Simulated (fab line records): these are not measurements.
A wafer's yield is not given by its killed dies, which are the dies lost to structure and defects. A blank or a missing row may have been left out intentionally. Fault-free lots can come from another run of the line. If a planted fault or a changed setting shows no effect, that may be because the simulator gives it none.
Matching of chambers | flow sky130 | SKY_FIELD_ISO_WET_ETCH_29 on wet_bench-02 has 3 sister chambers
The step etches Si3N4 in H3PO4, target depth 160 nm, time 1825 s. 3 wafers are shown with their chamber, then 7 later ones without.

== EACH WAFER AND ITS CHAMBER ==
wafer  | chamber | bath_heat_duty_pct (%)
L473.3 | 1       | 25
L485.5 | 2       | 28
L491.4 | 0       | 28

== WAFERS WHOSE CHAMBER IS MISSING ==
wafer  | bath_heat_duty_pct (%)
L491.6 | 27
L492.4 | 27
L492.5 | 26
L492.6 | 26
L493.1 | 25
L493.4 | 26
L493.5 | 27

== WHICH CHAMBER EACH WENT THROUGH ==
wafer  | from the rows above          | in truth
L491.6 | can't be placed: 0 or 2 or 1 | 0
L492.4 | can't be placed: 0 or 2 or 1 | 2
L492.5 | can't be placed: 1 or 0 or 2 | 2
L492.6 | can't be placed: 1 or 0 or 2 | 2
L493.1 | 1                            | 1
L493.4 | can't be placed: 1 or 0 or 2 | 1
L493.5 | can't be placed: 0 or 2 or 1 | 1
Correct placement for 1 of the 7. These rows do not allow placing 6 (true chamber among the candidates in 6). Wrongly placed: 0.
How it was worked out, from the rows above alone: a wafer's distance from a chamber is the root of the sum, over the readings, of the square of ((its reading less the chamber's mean) divided by the reading's scatter). If the next closest chamber is less than 2 further off than the closest, the wafer can't be placed; otherwise it belongs to the closest. For every chamber, the mean is computed from those of its wafers that are shown. The scatter: with one shown wafer a chamber, the root of the mean of the squares of how far each hidden wafer lies from its nearest shown one.
